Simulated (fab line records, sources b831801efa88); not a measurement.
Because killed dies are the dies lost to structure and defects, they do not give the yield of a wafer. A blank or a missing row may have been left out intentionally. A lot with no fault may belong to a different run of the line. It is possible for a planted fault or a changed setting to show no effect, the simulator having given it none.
A struck lot beside a sound one -- flow sky130 -- 15 steps out of a route of 708
Sound: these wafers, L188.1, L188.2, L188.4. Wafers struck: L186.1, L186.3, L186.6. Last of all comes the cause.
For every step that has rows: the tool of each side, followed by ch and its chambers, followed by its first start. Under that, the readings that differ: sound wafers -- struck wafers -- difference of the means -- sigmas: that difference in standard deviations of wafers without a fault.
alike: a reading whose means differ by less than 2 such deviations, as well as words and numbers matching on both sides. not compared: withheld readings; readings where some wafer has no value; bounds like >300 that might hide an equal value; numbers whose values overlap and for which the record gives no deviation.
The two part at a step that has a row with sigmas, a row that says differs or no value, or rows on one side only. Non-overlapping numbers with no deviation appear without sigmas and do not part them. Lack of a reading on every wafer of one side parts them only where that side has two or more wafers.

SKY_GATE_OXIDE_OVL_MEAS_10:
  sound on overlay-02 at day 19 09:01; struck on overlay-02 at day 18 12:54
  alike: GATE_OXIDE_OVL
then, 2 steps without rows for these wafers: SKY_GATE_OXIDE_IMPLANT_11; SKY_GATE_OXIDE_WET_ETCH_12 (etches SiO2 in dHF, target depth 16.8 nm, time 336 s).
SKY_GATE_OXIDE_STRIP_13: strips in O2/N2.
  sound on plasma_asher-01 ch 0,1, day 19 09:17; struck on plasma_asher-04 ch 0,1, day 18 13:11
  alike: drypump_motor_current_A, oes_product_au, strip_time_to_endpoint_s
  not compared: rf_hours_counter_h
SKY_GATE_OXIDE_TW_MEAS_14:
  sound on film_metro-04 at day 19 09:23; struck on film_metro-01 at day 18 13:17
  alike: GATE_OXIDE_TW
then, 3 steps without rows for these wafers: SKY_GATE_OXIDE_CLEAN_15 (cleans in SC1/SC2, time 150 s); SKY_GATE_OXIDE_OXIDATION_16 (stabilise 600 s, purge 300 s, target thk 3.57 nm); SKY_POLY_GATE_CVD_00 (deposits poly-Si, target thk 180 nm, time 720 s).
SKY_POLY_GATE_THK_MEAS_01:
  sound on film_metro-01 at day 19 12:52; struck on film_metro-03 at day 18 16:52
reading,sound,struck,difference,sigmas
POLY_GATE_CVD_00_THK (nm),177.2 177.0 176.3,180.6 179.9 181.6,+3.9,+3
then, 3 steps without rows for these wafers: SKY_RES_PROTECT_DEHYDRATE_00 (time 60 s); SKY_RES_PROTECT_HMDS_01 (prime time 60 s); SKY_RES_PROTECT_COAT_02 (resist thk 1140 nm).
SKY_RES_PROTECT_SOFTBAKE_03: time 60 s.
  sound on litho_track-03 ch 0, day 20 04:01; struck on litho_track-01 ch 0, day 19 08:40
reading,sound,struck,difference,sigmas
heater_power_total_W (W),56.65 56.55 56.56,57.56 57.63 57.64,+1.02,+23
plate_temp_C (C),89.89 90.05 90.19,- - -,no value on the struck wafers,
run_length_s (s),88.81 88.82 89.05,85.97 85.90 86.08,-2.91,-16
  alike: chill_plate_temp_C
then, 1 step without rows for these wafers: SKY_RES_PROTECT_EXPOSE_04 (exposes mask RPM, target cd 1270 nm).
-- a jump in the record: the struck wafers' starts before and after are 30 days apart (it breaks off in module RES_PROTECT and resumes in module PAD_OPEN, where the first step shown is number 708 of the route) --
SKY_PAD_OPEN_PROBE_99:
  sound on prober-02 at day 49 19:50; struck on prober-02 at day 49 04:33
  alike: killed_at_M0_to_M3, killed_at_M4_up, killed_at_contacts, killed_at_front_end, killed_at_other, killed_dies, killed_open, killed_short

## WHERE THEY PART
Earliest at SKY_POLY_GATE_THK_MEAS_01; latest, in this record, at SKY_RES_PROTECT_SOFTBAKE_03. Later steps at which nothing parts them and some readings are alike: SKY_PAD_OPEN_PROBE_99.

WHY: what the simulator had put in
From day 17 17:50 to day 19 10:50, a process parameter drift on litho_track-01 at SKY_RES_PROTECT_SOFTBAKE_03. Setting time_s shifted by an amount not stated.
